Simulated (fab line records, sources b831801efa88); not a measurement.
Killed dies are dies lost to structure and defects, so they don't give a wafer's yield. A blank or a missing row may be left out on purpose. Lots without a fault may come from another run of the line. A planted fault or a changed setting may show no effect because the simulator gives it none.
fab line records | flow sky130
record lots=11 wafers=33 last_day=50
route steps=708 shown METAL2@483 VIA2@520
lots that met no fault: from a run of the same line without faults
start_h: hours from the record's first day to the start of the lot's first wafer shown | wait_h: hours since the lot's step before | " the same as in the row above | L1.1+2: a row that stands for several wafers | - no value, or no start given | * or withheld: withheld | < > ~ a bound
route shown NAME@n: a module of which the file shows steps, and the number in the route of the first | usual: mean/standard deviation of fault-free wafers | same: alike in all rows | chamber/n: place in a boat | sites: the reading at each site | _std_site: their standard deviation | _edge_site: outer sites' mean less inner sites' | radius_mm: how far each site lies from the wafer's centre | mask NAME#n: copy n | behind: the tool/chamber that last shaped the wafer | hold: why the lot was held/for how many hours/how that ended | device: the transistor (n, p or np) that didn't switch | end of line: the same wafers' tests at the end of the route | a step without rows: its recipe alone | killed: dies lost to structure and defects at the first sort, not the wafer's yield | map: a wafer's dies, x killed, . not, _ none there
set.NAME: the setting as run; set.NAME@STEP: as run at that earlier step | model.NAME: the simulator's own value behind a step, which no gauge read
steps of the route over a sample of lots; a table a step, a row a wafer
services: from which hour (start_h, from the record's first day; less than 0 if before it) a tool's chamber was out of use, for how many hours, and why
## steps
# step SKY_METAL2_SPUTTER_00
# recipe material=Ti target_thk_nm=15 power_w=3000 time_s=10 chamber_pressure_pa=0.4
# usual chamber_pressure_pa=0.4000/0.00089 throttle_valve_pct=30.1/1.6
# columns lot.wafer tool chamber start_h wait_h chamber_pressure_pa throttle_valve_pct
L326.4 pvd_sputter-04 - 805.66 0.2 0.4013 28.3
L326.5 " - " " 0.3987 30.5
L326.6 " - " " 0.3997 31.8
L328.3 pvd_sputter-03 - 811.66 0.2 0.4001 29.7
L328.5 " - " " 0.4004 29.7
L328.6 " - " " 0.3998 31.1
L329.3 pvd_sputter-03 - 830.43 0.1 0.4003 28.5
L329.4 " - " " 0.3997 28.3
L329.5 " - " " 0.3997 29.6
L330.3 pvd_sputter-01 - 831.03 0.2 0.4009 29.0
L330.4 " - " " 0.3992 28.5
L330.5 " - " " 0.4005 28.8
L335.1 pvd_sputter-01 - 866.59 0.1 0.4002 31.2
L335.3 " - " " 0.4010 29.2
L335.6 " - " " 0.4002 28.8
L337.1 pvd_sputter-03 - 887.64 0.2 0.3997 32.6
L337.3 " - " " 0.3994 29.4
L337.4 " - " " 0.3986 28.5
L338.1 pvd_sputter-04 - 891.51 0.2 0.4012 32.0
L338.3 " - " " 0.3989 30.5
L338.6 " - " " 0.3989 30.6
L339.1 pvd_sputter-01 - 900.34 0.2 0.4007 28.7
L339.3 " - " " 0.4004 31.1
L339.4 " - " " 0.4003 28.3
L341.2 pvd_sputter-03 - 926.77 0.1 0.4007 32.5
L341.3 " - " " 0.3991 30.8
L341.5 " - " " 0.4007 32.3
L343.1 pvd_sputter-01 - 932.12 0.1 0.4013 28.9
L343.3 " - " " 0.4006 28.0
L343.5 " - " " 0.3997 28.9
L342.1 pvd_sputter-04 - 947.69 0.2 0.3999 32.7
L342.3 " - " " 0.4009 31.6
L342.5 " - " " 0.3994 32.3
# step SKY_METAL2_RS_MEAS_05
# recipe thk_meas_gauge=four-point-probe reads=TiN_of_METAL2_SPUTTER_04+Ti_of_METAL2_SPUTTER_03+AlCu_of_METAL2_SPUTTER_02+TiN_of_METAL2_SPUTTER_01+Ti_of_METAL2_SPUTTER_00
# usual METAL2_ALCU_RS=0.1272/0.0012
# columns lot.wafer tool chamber start_h wait_h METAL2_ALCU_RS[ohm/sq]
L326.4 film_metro-02 - 805.86 0.1 0.1274
L326.5 " - " " 0.1296
L326.6 " - " " 0.1292
L328.3 film_metro-03 - 811.84 0.1 0.1284
L328.5 " - " " 0.1273
L328.6 " - " " 0.1260
L329.3 film_metro-04 - 830.61 0.1 0.1292
L329.4 " - " " 0.1289
L329.5 " - " " 0.1287
L330.3 film_metro-04 - 831.22 0.1 0.1273
L330.4 " - " " 0.1256
L330.5 " - " " 0.1276
L335.1 film_metro-03 - 866.73 0.0 0.1271
L335.3 " - " " 0.1270
L335.6 " - " " 0.1266
L337.1 film_metro-04 - 887.78 0.0 0.1268
L337.3 " - " " 0.1284
L337.4 " - " " 0.1266
L338.1 film_metro-03 - 891.65 0.0 0.1286
L338.3 " - " " 0.1271
L338.6 " - " " 0.1263
L339.1 film_metro-04 - 900.48 0.0 0.1266
L339.3 " - " " 0.1267
L339.4 " - " " 0.1263
L341.2 film_metro-02 - 926.93 0.0 0.1261
L341.3 " - " " 0.1260
L341.5 " - " " 0.1279
L343.1 film_metro-02 - 932.26 0.0 0.1267
L343.3 " - " " 0.1250
L343.5 " - " " 0.1256
L342.1 film_metro-03 - 947.83 0.0 0.1281
L342.3 " - " " 0.1276
L342.5 " - " " 0.1275
# step SKY_METAL2_ETCH_18
# recipe chemistry=N2/H2 target=BARC ion_energy_ev=200 bias_w=100 pressure_mtorr=30 n2_flow_sccm=100 h2_flow_sccm=200 icp_w=500 stop_on=SiO2 time_s=45.9 target_depth_a=600
# usual drypump_motor_current_A=5.5/0.53 oes_product_au=0.854/0.0046 throttle_valve_pct=13.225/0.0091
# columns lot.wafer tool chamber start_h wait_h drypump_motor_current_A oes_product_au rf_hours_counter_h throttle_valve_pct
L326.4 rie_metal-02 1 832.65 0.0 6.1 0.851 - 13.227
L326.5 " 1 " " 6.1 0.859 - 13.216
L326.6 " 0 " " 5.0 0.846 - 13.217
L328.3 rie_metal-03 0 837.78 0.0 5.6 0.852 - 13.230
L328.5 " 1 " " 4.7 0.855 - 13.243
L328.6 " 0 " " 5.6 0.858 - 13.238
L329.3 rie_metal-02 0 856.88 0.0 5.0 0.856 - 13.227
L329.4 " 1 " " 6.1 0.853 - 13.218
L329.5 " 1 " " 6.1 0.863 - 13.217
L330.3 rie_metal-03 1 857.60 0.0 4.7 0.851 - 13.220
L330.4 " 0 " " 5.6 0.850 - 13.221
L330.5 " 1 " " 4.7 0.847 - 13.219
L335.1 rie_metal-04 1 892.96 0.0 6.0 0.858 10 13.209
L335.3 " 1 " " 6.0 0.858 - 13.221
L335.6 " 1 " " 6.0 0.856 - 13.223
L337.1 rie_metal-04 1 913.69 0.1 6.0 0.853 10 13.206
L337.3 " 1 " " 6.0 0.850 - 13.234
L337.4 " 1 " " 6.0 0.851 - 13.207
L338.1 rie_metal-02 0 917.26 0.0 5.0 0.857 11 13.211
L338.3 " 1 " " 6.1 0.859 - 13.237
L338.6 " 1 " " 6.1 0.855 - 13.228
L339.1 rie_metal-03 1 925.83 0.0 4.7 0.861 8 13.223
L339.3 " 1 " " 4.7 0.855 - 13.219
L339.4 " 0 " " 5.6 0.853 - 13.224
L341.2 rie_metal-03 0 951.41 0.0 5.6 0.851 2 13.233
L341.3 " 1 " " 4.7 0.856 - 13.229
L341.5 " 1 " " 4.7 0.853 - 13.228
L343.1 rie_metal-03 0 957.36 0.0 5.6 0.846 3 13.226
L343.3 " 1 " " 4.7 0.856 - 13.225
L343.5 " 0 " " 5.6 0.851 - 13.231
L342.1 rie_metal-02 0 972.43 0.0 5.0 0.857 14 13.216
L342.3 " 0 " " 5.0 0.854 - 13.228
L342.5 " 1 " " 6.1 0.842 - 13.229
# step SKY_METAL2_STRIP_20
# recipe chemistry=O2/N2 power_w=1400 pressure_mtorr=1500 platen_temp_c=withheld o2_flow_sccm=3000 n2_flow_sccm=300 overash_fraction=0.5
# usual drypump_motor_current_A=5.7/0.49 oes_product_au=0.342/0.0048 strip_time_to_endpoint_s=2.67/0.034
# columns lot.wafer tool chamber start_h wait_h drypump_motor_current_A oes_product_au rf_hours_counter_h strip_time_to_endpoint_s
L326.4 plasma_asher-01 0 832.82 0.1 6.3 0.336 - 2.69
L326.5 " 1 " " 4.8 0.341 - 2.71
L326.6 " 0 " " 6.3 0.337 - 2.65
L328.3 plasma_asher-03 1 837.94 0.1 5.3 0.339 - 2.64
L328.5 " 1 " " 5.3 0.340 - 2.70
L328.6 " 0 " " 6.2 0.342 - 2.67
L329.3 plasma_asher-04 1 857.04 0.1 5.4 0.334 - 2.69
L329.4 " 0 " " 6.0 0.338 - 2.71
L329.5 " 1 " " 5.4 0.343 - 2.72
L330.3 plasma_asher-01 0 857.77 0.1 6.3 0.337 - 2.68
L330.4 " 1 " " 4.8 0.344 - 2.65
L330.5 " 1 " " 4.8 0.344 - 2.70
L335.1 plasma_asher-03 0 893.11 0.1 6.2 0.337 73 2.72
L335.3 " 1 " " 5.3 0.345 - 2.66
L335.6 " 1 " " 5.4 0.346 - 2.71
L337.1 plasma_asher-03 1 914.00 0.1 5.3 0.333 75 2.61
L337.3 " 0 " " 6.3 0.340 - 2.67
L337.4 " 1 " " 5.3 0.338 - 2.66
L338.1 plasma_asher-04 1 917.41 0.1 5.4 0.342 49 2.65
L338.3 " 0 " " 6.0 0.342 - 2.74
L338.6 " 0 " " 6.0 0.347 - 2.71
L339.1 plasma_asher-04 0 925.98 0.1 6.0 0.347 50 2.66
L339.3 " 0 " " 6.0 0.349 - 2.67
L339.4 " 1 " " 5.4 0.345 - 2.66
L341.2 plasma_asher-03 0 951.56 0.1 6.2 0.346 80 2.66
L341.3 " 0 " " 6.2 0.340 - 2.55
L341.5 " 0 " " 6.3 0.331 - 2.53
L343.1 plasma_asher-04 0 957.51 0.1 6.0 0.346 53 2.66
L343.3 " 0 " " 6.0 0.339 - 2.53
L343.5 " 0 " " 6.0 0.334 - 2.64
L342.1 plasma_asher-01 1 972.58 0.1 4.8 0.337 21 2.64
L342.3 " 1 " " 4.8 0.337 - 2.61
L342.5 " 1 " " 4.8 0.348 - 2.67
# step SKY_VIA2_OVL_MEAS_13
# usual VIA2_OVL=-2/6
# columns lot.wafer tool chamber start_h wait_h VIA2_OVL[nm]
L326.4 overlay-02 - 860.28 0.1 -4
L326.5 " - " " -5
L326.6 " - " " -1
L328.3 overlay-02 - 864.77 0.1 -17
L328.5 " - " " -11
L328.6 " - " " -4
L329.3 overlay-01 - 883.82 0.1 -13
L329.4 " - " " -7
L329.5 " - " " -10
L330.3 overlay-02 - 885.00 0.1 1
L330.4 " - " " 0
L330.5 " - " " -2
L335.1 overlay-02 - 919.61 0.1 1
L335.3 " - " " -6
L335.6 " - " " -5
L337.1 overlay-01 - 939.89 0.1 3
L337.3 " - " " 2
L337.4 " - " " 5
L338.1 overlay-01 - 943.16 0.1 -8
L338.3 " - " " -3
L338.6 " - " " -2
L339.1 overlay-01 - 952.46 0.1 -1
L339.3 " - " " -3
L339.4 " - " " 1
L341.2 overlay-02 - 976.52 0.1 4
L341.3 " - " " -4
L341.5 " - " " 9
L343.1 overlay-02 - 982.46 0.1 1
L343.3 " - " " 2
L343.5 " - " " 3
L342.1 overlay-02 - 997.99 0.1 1
L342.3 " - " " 3
L342.5 " - " " 1
## services
# columns tool chamber start_h hours kind
pvd_sputter-01 1 782.28 - consumable_replace:kit
pvd_sputter-01 1 782.28 18.0 scheduled_down
pvd_sputter-01 1 782.28 18.0 vent_cycle
plasma_asher-03 - 790.02 0.8 repair
rie_metal-04 0 790.04 15.7 repair
rie_metal-03 - 800.02 28.1 pm
rie_metal-02 - 802.54 0.6 repair
pvd_sputter-01 - 805.42 8.1 repair
pvd_sputter-01 - 806.62 2.3 repair
pvd_sputter-03 3 829.53 - consumable_replace:kit
pvd_sputter-03 3 829.53 18.0 scheduled_down
pvd_sputter-03 3 829.53 18.0 vent_cycle
plasma_asher-04 - 837.98 1.5 repair
pvd_sputter-04 - 838.53 7.8 repair
plasma_asher-01 - 844.24 4.9 repair
plasma_asher-01 - 850.59 5.1 repair
pvd_sputter-03 - 854.45 6.5 repair
rie_metal-03 0 883.55 - clean
rie_metal-03 0 883.55 19.7 scheduled_down
rie_metal-03 0 883.55 19.7 vent_cycle
rie_metal-04 1 896.64 3.8 repair
plasma_asher-01 - 944.42 5.5 repair
pvd_sputter-01 - 950.32 3.3 repair
pvd_sputter-03 2 954.03 - consumable_replace:kit
## key
first_sign step=SKY_METAL2_STRIP_20 reading=strip_time_to_endpoint_s direction=down sigmas=4.1 usual=* struck=*
effect none on later readings
met_at SKY_METAL2_ETCH_18
struck_lots L341,L343
struck_wafers L341.3,L341.5,L343.3
not_acting_at SKY_METAL2_SPUTTER_00,SKY_METAL2_RS_MEAS_05,SKY_VIA2_OVL_MEAS_13
onset_between 925.83 951.41
fault kind=process_parameter_drift tool=rie_metal-03 chamber=1 onset_h=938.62 steps=SKY_METAL2_ETCH_18 channel=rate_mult offset=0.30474 shape=step end_h=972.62
